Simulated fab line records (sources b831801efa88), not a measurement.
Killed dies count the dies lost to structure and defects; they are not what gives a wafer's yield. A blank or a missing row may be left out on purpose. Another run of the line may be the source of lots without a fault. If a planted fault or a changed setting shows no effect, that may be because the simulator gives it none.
The tool behind it: which one? -- flow sky130 -- Sampling: 24 lots, 72 wafers, 6 of 708 route steps

== WHAT THE GAUGES READ, wafer by wafer ==
SKY_VIA3_CD_MEAS_12: the cd target is 200 nm. Usual: cd nm 199.7 nm, standard deviation 1.4.
lot,measured,on,cd nm (nm),flag
L074,day 39 20:42,cd sem-01,198.2 199.2 197.7,
L075,day 39 23:49,cd sem-02,198.9 199.1 198.7,
L076,day 40 03:49,cd sem-01,201.1 201.7 201.3,
L077,day 40 17:04,cd sem-02,199.3 198.8 199.6,
L078,day 40 22:55,cd sem-02,200.6 199.2 199.6,
L079,day 41 09:42,cd sem-02,199.6 199.0 200.6,
L080,day 41 10:53,cd sem-01,199.0 199.1 199.5,
L081,day 41 15:33,cd sem-02,199.8 199.4 201.6,
L082,day 42 00:58,cd sem-01,197.0 197.1 197.9,
L083,day 42 08:23,cd sem-01,197.1 199.1 196.6,
L085,day 42 12:42,cd sem-02,204.2 200.7 202.8,
L084,day 42 16:45,cd sem-01,199.7 199.4 200.8,
L086,day 42 22:11,cd sem-01,200.1 201.3 200.9,
L087,day 43 07:21,cd sem-02,199.6 200.6 199.5,
L088,day 43 07:42,cd sem-02,199.6 198.8 198.3,
L089,day 43 18:22,cd sem-01,202.0 201.8 200.6,
L090,day 44 06:55,cd sem-02,199.9 198.6 199.1,
L091,day 44 20:42,cd sem-02,199.1 199.7 199.5,
L093,day 44 21:59,cd sem-02,201.6 200.4 201.4,
L092,day 44 22:34,cd sem-02,198.8 199.3 201.0,
L094,day 45 02:29,cd sem-02,198.2 197.7 198.7,
L095,day 45 10:57,cd sem-02,198.9 201.6 200.6,
L096,day 45 19:21,cd sem-01,199.3 198.6 201.5,
L097,day 45 22:53,cd sem-01,201.2 199.8 201.3,

SKY_CAP2M_THK_MEAS_04: measures by xrf. Usual: CAP2M_TIN_THK gives 199.5 nm (standard deviation 2.5).
lot,measured,on,CAP2M_TIN_THK (nm),flag
L074,day 39 22:44,film metro-02,198.7 198.6 199.1,
L075,day 40 01:49,film metro-02,197.5 198.9 198.7,
L076,day 40 05:49,film metro-02,199.3 198.8 197.9,
L077,day 40 19:16,film metro-02,198.2 199.2 199.8,
L078,day 41 00:52,film metro-04,197.0 195.4 197.8,
L079,day 41 11:43,film metro-03,201.9 201.7 201.8,
L080,day 41 12:51,film metro-03,201.1 202.8 202.1,
L081,day 41 17:33,film metro-03,200.1 200.5 199.0,
L082,day 42 02:57,film metro-02,197.2 196.5 198.2,
L083,day 42 10:22,film metro-02,194.5 194.8 194.9,
L085,day 42 14:43,film metro-03,201.7 202.9 203.1,
L084,day 42 18:46,film metro-02,200.0 200.3 200.0,
L086,day 43 00:12,film metro-03,203.2 205.8 203.8,
L087,day 43 09:20,film metro-02,197.2 197.2 195.5,
L088,day 43 09:44,film metro-03,202.1 202.4 202.2,
L089,day 43 20:49,film metro-04,197.4 196.9 196.9,
L090,day 44 08:56,film metro-02,196.7 195.9 194.7,
L091,day 44 22:41,film metro-02,198.9 198.8 199.6,
L093,day 44 23:58,film metro-02,200.0 200.4 200.7,
L092,day 45 00:32,film metro-04,198.3 199.8 199.0,
L094,day 45 04:26,film metro-04,199.9 199.1 200.3,
L095,day 45 12:56,film metro-03,205.3 203.0 204.5,
L096,day 45 21:23,film metro-02,198.4 199.3 200.6,
L097,day 46 00:51,film metro-03,201.5 198.7 198.5,

== EACH LOT AND THE TOOL THAT RAN IT (in order: tool; ch and the chambers of the sampled wafers; start) ==
lot,SKY_METAL2_STRIP_20,SKY_METAL3_SPUTTER_01,SKY_CAPM_STRIP_14,SKY_VIA3_SPUTTER_20
L074,"plasma asher-01 ch 0,1, day 35 08:20","pvd sputter-01, day 36 13:09","plasma asher-02 ch 0,1, day 37 15:11","pvd sputter-03, day 39 21:35"
L075,"plasma asher-01 ch 0,1, day 35 12:49","pvd sputter-04, day 36 17:43","plasma asher-01 ch 0,1, day 37 19:59","pvd sputter-02, day 40 00:41"
L076,"plasma asher-01 ch 0,1, day 35 13:11","pvd sputter-02, day 36 18:47","plasma asher-01 ch 0,1, day 37 21:04","pvd sputter-02, day 40 04:39"
L077,"plasma asher-02 ch 0,1, day 36 07:40","pvd sputter-02, day 37 12:56","plasma asher-04 ch 0,1, day 38 14:37","pvd sputter-04, day 40 18:01"
L078,"plasma asher-02 ch 0,1, day 36 14:06","pvd sputter-02, day 37 18:22","plasma asher-04 ch 0,1, day 38 19:32","pvd sputter-02, day 40 23:42"
L079,"plasma asher-02 ch 0,1, day 37 00:23","pvd sputter-04, day 38 04:35","plasma asher-04 ch 0,1, day 39 05:26","pvd sputter-02, day 41 10:34"
L080,"plasma asher-02 ch 0,1, day 37 02:57","pvd sputter-02, day 38 06:14","plasma asher-01 ch 0,1, day 39 07:15","pvd sputter-04, day 41 11:43"
L081,"plasma asher-03 ch 0,1, day 37 06:32","pvd sputter-01, day 38 11:28","plasma asher-01 ch 0,1, day 39 12:29","pvd sputter-04, day 41 16:24"
L082,"plasma asher-02 ch 0,1, day 37 17:29","pvd sputter-01, day 38 21:29","plasma asher-01 ch 0,1, day 39 22:41","pvd sputter-02, day 42 01:49"
L083,"plasma asher-03 ch 0,1, day 37 23:37","pvd sputter-02, day 39 05:23","plasma asher-01 ch 0,1, day 40 06:38","pvd sputter-04, day 42 09:12"
L085,"plasma asher-01 ch 1, day 38 07:17","pvd sputter-01, day 39 11:08","plasma asher-01 ch 0,1, day 40 10:50","pvd sputter-03, day 42 13:35"
L084,"plasma asher-01 ch 0,1, day 38 10:05","pvd sputter-01, day 39 13:08","plasma asher-04 ch 0,1, day 40 14:25","pvd sputter-02, day 42 17:38"
L086,"plasma asher-03 ch 0,1, day 38 16:56","pvd sputter-01, day 39 20:13","plasma asher-01 ch 0,1, day 40 20:29","pvd sputter-04, day 42 23:02"
L087,"plasma asher-01 ch 0,1, day 39 00:16","pvd sputter-04, day 40 07:10","plasma asher-01 ch 0,1, day 41 07:37","pvd sputter-04, day 43 08:12"
L088,"plasma asher-01 ch 0,1, day 39 04:40","pvd sputter-02, day 40 07:51","plasma asher-02 ch 0,1, day 41 07:56","pvd sputter-03, day 43 08:35"
L089,"plasma asher-01 ch 0, day 39 14:14","pvd sputter-04, day 40 18:22","plasma asher-02 ch 0,1, day 41 18:46","pvd sputter-02, day 43 19:18"
L090,"plasma asher-02 ch 0,1, day 40 06:17","pvd sputter-04, day 41 08:47","plasma asher-02 ch 0, day 42 08:07","pvd sputter-02, day 44 07:49"
L091,"plasma asher-01 ch 0,1, day 40 19:29","pvd sputter-04, day 41 21:45","plasma asher-04 ch 0,1, day 42 20:58","pvd sputter-02, day 44 21:33"
L093,"plasma asher-02 ch 0, day 40 21:25","pvd sputter-04, day 42 00:01","plasma asher-02 ch 1, day 42 23:29","pvd sputter-02, day 44 22:49"
L092,"plasma asher-01 ch 0,1, day 40 21:49","pvd sputter-01, day 42 00:06","plasma asher-04 ch 0,1, day 42 23:47","pvd sputter-02, day 44 23:24"
L094,"plasma asher-03 ch 0,1, day 41 00:54","pvd sputter-02, day 42 03:11","plasma asher-02 ch 0,1, day 43 02:47","pvd sputter-03, day 45 03:17"
L095,"plasma asher-01 ch 0,1, day 41 11:50","pvd sputter-02, day 42 13:32","plasma asher-04 ch 0,1, day 43 12:28","pvd sputter-02, day 45 11:48"
L096,"plasma asher-01 ch 0,1, day 41 18:58","pvd sputter-04, day 42 20:59","plasma asher-04 ch 0,1, day 43 19:49","pvd sputter-04, day 45 20:15"
L097,"plasma asher-01 ch 0,1, day 42 00:07","pvd sputter-02, day 43 01:58","plasma asher-02 ch 0,1, day 44 01:24","pvd sputter-03, day 45 23:42"
- SKY_METAL2_STRIP_20: strips in O2/N2.
- SKY_METAL3_SPUTTER_01: material TiN, target thk 20 nm, time 16.7 s.
- SKY_CAPM_STRIP_14: strips in O2/N2.
- SKY_VIA3_SPUTTER_20: material TiN, target thk 20 nm, time 80 s.

== AS READ BY THE TOOLS THEMSELVES (means over the sampled wafers that have a number; for cases with no such wafer, the mark the record gives instead) ==
SKY_METAL2_STRIP_20. Usual: drypump motor current A 5.8 A, standard deviation 0.45; n2 flow sccm 300.0 sccm, standard deviation 0.91; o2 flow sccm 2999 sccm, standard deviation 9.3; oes product au 0.343 a.u., standard deviation 0.0048; strip time to endpoint s 2.71 s, standard deviation 0.036.
lot,tool,drypump motor current A (A),n2 flow sccm (sccm),o2 flow sccm (sccm),oes product au (a.u.),strip time to endpoint s (s),flag
L074,plasma asher-01,5.4,300.3,2988,0.339,2.63,
L075,plasma asher-01,5.4,299.7,3007,0.348,2.78,
L076,plasma asher-01,5.4,300.5,3005,0.342,2.74,
L077,plasma asher-02,6.1,299.5,3005,0.343,2.73,
L078,plasma asher-02,6.0,299.8,2998,0.338,2.72,
L079,plasma asher-02,6.1,300.9,2998,0.343,2.72,
L080,plasma asher-02,6.0,299.1,2991,0.339,2.67,
L081,plasma asher-03,6.3,299.6,2991,0.344,2.73,
L082,plasma asher-02,6.0,300.6,3000,0.345,2.71,
L083,plasma asher-03,6.4,299.7,3010,0.343,2.69,
L085,plasma asher-01,6.1,300.2,2999,0.343,2.70,
L084,plasma asher-01,5.7,299.7,3002,0.340,2.69,
L086,plasma asher-03,6.3,300.0,2995,0.349,2.73,
L087,plasma asher-01,5.8,300.8,2998,0.347,2.72,
L088,plasma asher-01,5.8,299.8,2995,0.343,2.72,
L089,plasma asher-01,5.1,299.4,3000,0.341,2.68,
L090,plasma asher-02,6.1,300.4,2996,0.339,2.75,
L091,plasma asher-01,5.4,300.3,3008,0.345,2.77,
L093,plasma asher-02,6.0,300.3,3010,0.340,2.70,
L092,plasma asher-01,5.4,299.2,2997,0.341,2.67,
L094,plasma asher-03,6.4,300.7,2994,0.348,2.71,
L095,plasma asher-01,5.4,299.5,2991,0.346,2.66,
L096,plasma asher-01,5.8,300.2,3008,0.341,2.68,
L097,plasma asher-01,5.8,299.2,2996,0.343,2.73,

SKY_METAL3_SPUTTER_01. Usual: throttle valve pct 29.9 %, standard deviation 0.89.
lot,tool,throttle valve pct (%),flag
L074,pvd sputter-01,29.1,
L075,pvd sputter-04,30.1,
L076,pvd sputter-02,29.6,
L077,pvd sputter-02,30.5,
L078,pvd sputter-02,29.8,
L079,pvd sputter-04,30.1,
L080,pvd sputter-02,30.2,
L081,pvd sputter-01,29.7,
L082,pvd sputter-01,30.0,
L083,pvd sputter-02,30.2,
L085,pvd sputter-01,29.6,
L084,pvd sputter-01,29.7,
L086,pvd sputter-01,29.9,
L087,pvd sputter-04,30.7,
L088,pvd sputter-02,29.3,
L089,pvd sputter-04,30.2,
L090,pvd sputter-04,30.2,
L091,pvd sputter-04,30.1,
L093,pvd sputter-04,30.6,
L092,pvd sputter-01,29.3,
L094,pvd sputter-02,29.8,
L095,pvd sputter-02,30.0,
L096,pvd sputter-04,30.1,
L097,pvd sputter-02,29.5,

SKY_CAPM_STRIP_14. Usual: drypump motor current A 5.9 A, standard deviation 0.39; n2 flow sccm 300.1 sccm, standard deviation 0.87; o2 flow sccm 3000 sccm, standard deviation 9; oes product au 0.710 a.u., standard deviation 0.0049; strip time to endpoint s 12.68 s, standard deviation 0.033.
lot,tool,drypump motor current A (A),n2 flow sccm (sccm),o2 flow sccm (sccm),oes product au (a.u.),strip time to endpoint s (s),flag
L074,plasma asher-02,6.0,300.4,2998,0.708,12.65,
L075,plasma asher-01,5.8,301.1,3003,0.713,12.68,
L076,plasma asher-01,5.4,300.3,3002,0.712,12.69,
L077,plasma asher-04,6.0,299.7,2990,0.710,12.65,
L078,plasma asher-04,6.0,299.7,2995,0.706,12.68,
L079,plasma asher-04,6.2,300.1,2998,0.709,12.69,
L080,plasma asher-01,5.4,300.2,3013,0.709,12.69,
L081,plasma asher-01,5.4,299.8,2997,0.712,12.66,
L082,plasma asher-01,5.4,300.2,3000,0.710,12.73,
L083,plasma asher-01,5.4,300.0,3011,0.709,12.62,
L085,plasma asher-01,5.7,299.6,2989,0.711,12.73,
L084,plasma asher-04,6.0,300.5,3006,0.710,12.65,
L086,plasma asher-01,5.8,299.1,2994,0.715,12.65,
L087,plasma asher-01,5.7,299.8,2990,0.706,12.69,
L088,plasma asher-02,6.0,299.8,2994,0.710,12.68,
L089,plasma asher-02,6.0,299.7,2998,0.710,12.65,
L090,plasma asher-02,6.0,300.8,3005,0.712,12.70,
L091,plasma asher-04,6.0,300.1,2999,0.709,12.67,
L093,plasma asher-02,6.1,299.5,2999,0.709,12.69,
L092,plasma asher-04,6.0,301.0,3001,0.708,12.68,
L094,plasma asher-02,6.1,299.8,3005,0.709,12.69,
L095,plasma asher-04,6.0,300.5,2992,0.716,12.62,
L096,plasma asher-04,6.0,300.2,3000,0.711,12.71,
L097,plasma asher-02,6.1,300.4,3006,0.713,12.67,

SKY_VIA3_SPUTTER_20. Usual: throttle valve pct 30.1 %, standard deviation 0.96.
lot,tool,throttle valve pct (%),flag
L074,pvd sputter-03,30.6,
L075,pvd sputter-02,29.8,
L076,pvd sputter-02,29.4,
L077,pvd sputter-04,30.6,
L078,pvd sputter-02,29.4,
L079,pvd sputter-02,30.7,
L080,pvd sputter-04,30.5,
L081,pvd sputter-04,30.1,
L082,pvd sputter-02,29.4,
L083,pvd sputter-04,30.4,
L085,pvd sputter-03,31.4,
L084,pvd sputter-02,29.5,
L086,pvd sputter-04,30.2,
L087,pvd sputter-04,30.4,
L088,pvd sputter-03,31.2,
L089,pvd sputter-02,29.6,
L090,pvd sputter-02,30.2,
L091,pvd sputter-02,29.4,
L093,pvd sputter-02,29.2,
L092,pvd sputter-02,29.8,
L094,pvd sputter-03,30.5,
L095,pvd sputter-02,29.2,
L096,pvd sputter-04,30.2,
L097,pvd sputter-03,31.2,

== THE ANSWER, worked out from the rows above alone ==
Rule: take the mean of a lot's wafers that have a number; if it is more than 3 standard deviations from the usual mean, the lot is off. A lot without any number at a reading at which 4 lots or more have one is off too. Any other lot the step has rows for is counted as sound. First the gauges in route order, then the tools' own readings, where a lot's mean is used as printed above. At the first step where some lot is off, the reading lying furthest off is the one used; lots without a number count as furthest.
Across all readings shown, no lot is off: no conclusion can be drawn from this.

== WHAT THE SIMULATOR HAD INSERTED ==
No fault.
